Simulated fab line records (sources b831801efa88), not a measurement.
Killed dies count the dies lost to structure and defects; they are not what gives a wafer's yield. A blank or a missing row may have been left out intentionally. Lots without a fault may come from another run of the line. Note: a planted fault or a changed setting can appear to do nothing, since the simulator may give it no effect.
Chamber matching    flow sky130    4 sister chambers for SKY_CONTACT_CMP_27 on cmp-02
The step polishes, stops on SiO2, t overpolish 15 s, target thk 0 nm. 8 wafers are shown with their chamber, then 8 later ones without.

WAFERS PAIRED WITH THEIR CHAMBERS
wafer   chamber  motor_current_A (A)  time_to_endpoint_s (s)
L487.5  0        9.9                  78
L493.1  3        9.5                  80
L493.2  0        9.5                  78
L493.6  1        9.7                  87
L500.1  1        9.8                  86
L500.2  2        10.8                 81
L500.5  3        10.2                 87
L502.1  2        10.7                 80

WAFERS WITHOUT THEIR CHAMBER
wafer   motor_current_A (A)  time_to_endpoint_s (s)
L502.5  10.7                 82
L502.6  9.4                  88
L503.3  9.6                  90
L503.4  10.3                 84
L503.6  10.0                 79
L505.1  9.9                  83
L505.5  10.4                 78
L505.6  9.9                  88

CHAMBER TAKEN BY EACH
wafer    from the rows above                 in truth
L502.5   2                                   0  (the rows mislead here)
L502.6   can't be placed: 1 or 3             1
L503.3   can't be placed: 1 or 3             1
L503.4   can't be placed: 3 or 2 or 1 or 0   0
L503.6   can't be placed: 0 or 3 or 2 or 1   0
L505.1   can't be placed: 3 or 1 or 0        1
L505.5   can't be placed: 2 or 0 or 3        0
L505.6   can't be placed: 1 or 3             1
Correct placement for 0 of the 8. Can't be placed from these rows: 7 (the true chamber is among the candidates in 7). Number placed wrongly: 1.
How it was worked out, from the rows above alone: a wafer's distance from a chamber is the root of the sum, over the readings, of the square of ((its reading less the chamber's mean) divided by the reading's scatter). If the next closest chamber is less than 2 further off than the closest, the wafer can't be placed; otherwise it belongs to the closest. For every chamber, the mean is computed from those of its wafers that are shown. The scatter: the root of (the sum of the squares of (reading less its chamber's mean) over the shown wafers, divided by (wafers less chambers)).
